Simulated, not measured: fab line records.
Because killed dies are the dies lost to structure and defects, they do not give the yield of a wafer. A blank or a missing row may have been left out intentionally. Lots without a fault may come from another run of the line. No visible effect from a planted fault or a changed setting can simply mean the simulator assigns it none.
Struck lot and sound lot, side by side -- flow sky130 -- 18 steps out of a route of 708
Sound: the wafers L808.1, L808.2, L808.4. Struck: wafer L810.4. (L810.1, L810.3 of the same lot were not struck and are left out.) The cause comes at the end.
At each step with rows: each side's tool, then ch and its chambers, then its first start. Under that, the readings that differ: sound wafers -- struck wafers -- difference of the means -- sigmas: that difference in standard deviations of wafers without a fault.
alike: readings with means less than 2 such deviations apart, plus words and numbers identical on both sides. not compared: withheld readings, readings lacking a value on some wafer, bounds such as >300 that could conceal the same value, and numbers that have no deviation in the record and whose values overlap.
A row with sigmas, a row that says differs or no value, or rows on one side alone: a step with any of these is where the two part. Numbers that have no deviation but don't overlap get no sigmas and don't part them. A reading missing from all wafers of one side parts the sides only when that side holds two or more wafers.

first, 1 step without rows for these wafers: SKY_VIA1_ETCH_15 (etches SiO2 in C4F8/O2/Ar, stops on TiN, target depth 351 nm, time 54 s).
SKY_VIA1_STRIP_16: strips in O2/N2.
  sound on plasma asher-03 ch 0,1, day 35 15:41; struck on plasma asher-01 ch 1, day 36 06:20
  alike: drypump motor current A, oes product au, strip time to endpoint s
  not compared: rf hours counter h
then, 3 steps without rows for these wafers: SKY_VIA1_STRIP_17 (strips in post etch residue remover, time 1200 s); SKY_VIA1_CLEAN_18 (cleans in IPA, time 180 s); SKY_VIA1_CLEAN_19 (cleans in O3/DIW).
SKY_VIA1_SPUTTER_20: material TiN, target thk 20 nm, time 80 s.
  sound on pvd sputter-02 at day 35 16:17; struck on pvd sputter-01 at day 36 07:05
  alike: chamber pressure pa, throttle valve pct
then, 1 step without rows for these wafers: SKY_VIA1_CVD_21 (deposits W, target thk 270 nm, time 80.902 s).
SKY_VIA1_RS_MEAS_22: uses a four-point probe to measure.
  sound on film metro-03 at day 35 16:26; struck on film metro-03 at day 36 07:14
  alike: VIA1_W_RS
SKY_VIA1_THK_MEAS_23: measures by xrf.
  sound on film metro-03 at day 35 16:34; struck on film metro-03 at day 36 07:21
  alike: VIA1_W_THK
SKY_VIA1_CMP_24: polishes, stops on SiO2, t overpolish 15 s, target thk 0 nm.
  sound on cmp-02 ch 0,1,3, day 35 16:37; struck on cmp-02 ch 3, day 36 07:31
reading,sound,struck,difference,sigmas
overpolish run s (s),15.006 14.991 14.984,15.017,+0.023,+3
time to endpoint s (s),60 60 62,70,+9,+2
  alike: motor current A, slurry filter dp kPa
then, 1 step without rows for these wafers: SKY_METAL2_SPUTTER_00 (material Ti, target thk 15 nm, time 10 s).
SKY_METAL2_SPUTTER_01: material TiN, target thk 20 nm, time 16.7 s.
  sound on pvd sputter-01 at day 35 16:56; struck on pvd sputter-01 at day 36 07:51
reading,sound,struck,difference,sigmas
chamber pressure pa (Pa),0.3996 0.4003 0.4018,0.3984,-0.0022,-2
  alike: throttle valve pct
SKY_METAL2_SPUTTER_02: material AlCu, target thk 250 nm, time 13.3 s.
  sound on pvd sputter-01 at day 35 16:58; struck on pvd sputter-01 at day 36 07:52
reading,sound,struck,difference,sigmas
model.AlCu_of_METAL2_SPUTTER_02.thk nm (nm),253.8 252.8 249.6,226.9,-25.2,
  alike: chamber pressure pa, throttle valve pct
then, 1 step without rows for these wafers: SKY_METAL2_SPUTTER_03 (material Ti, target thk 5 nm, time 3.3 s).
SKY_METAL2_SPUTTER_04: material TiN, target thk 70 nm, time 58.3 s.
  sound on pvd sputter-01 at day 35 17:01; struck on pvd sputter-01 at day 36 07:55
  alike: chamber pressure pa, throttle valve pct
SKY_METAL2_RS_MEAS_05: uses a four-point probe to measure.
  sound on film metro-03 at day 35 17:04; struck on film metro-02 at day 36 07:58
reading,sound,struck,difference,sigmas
METAL2_ALCU_RS (ohm/sq),0.1250 0.1251 0.1266,0.1401,+0.0145,+9
SKY_METAL2_THK_MEAS_06: measures by xrf.
  sound on film metro-03 at day 35 17:11; struck on film metro-02 at day 36 08:05
reading,sound,struck,difference,sigmas
METAL2_ALCU_THK (nm),252 252 249,226,-25,-7
then, 1 step without rows for these wafers: SKY_METAL2_DEHYDRATE_07 (time 60 s).

== WHERE THEY PART ==
At SKY_VIA1_CMP_24 first; at SKY_METAL2_THK_MEAS_06 last (within this record only).

WHY: what had been put in by the simulator
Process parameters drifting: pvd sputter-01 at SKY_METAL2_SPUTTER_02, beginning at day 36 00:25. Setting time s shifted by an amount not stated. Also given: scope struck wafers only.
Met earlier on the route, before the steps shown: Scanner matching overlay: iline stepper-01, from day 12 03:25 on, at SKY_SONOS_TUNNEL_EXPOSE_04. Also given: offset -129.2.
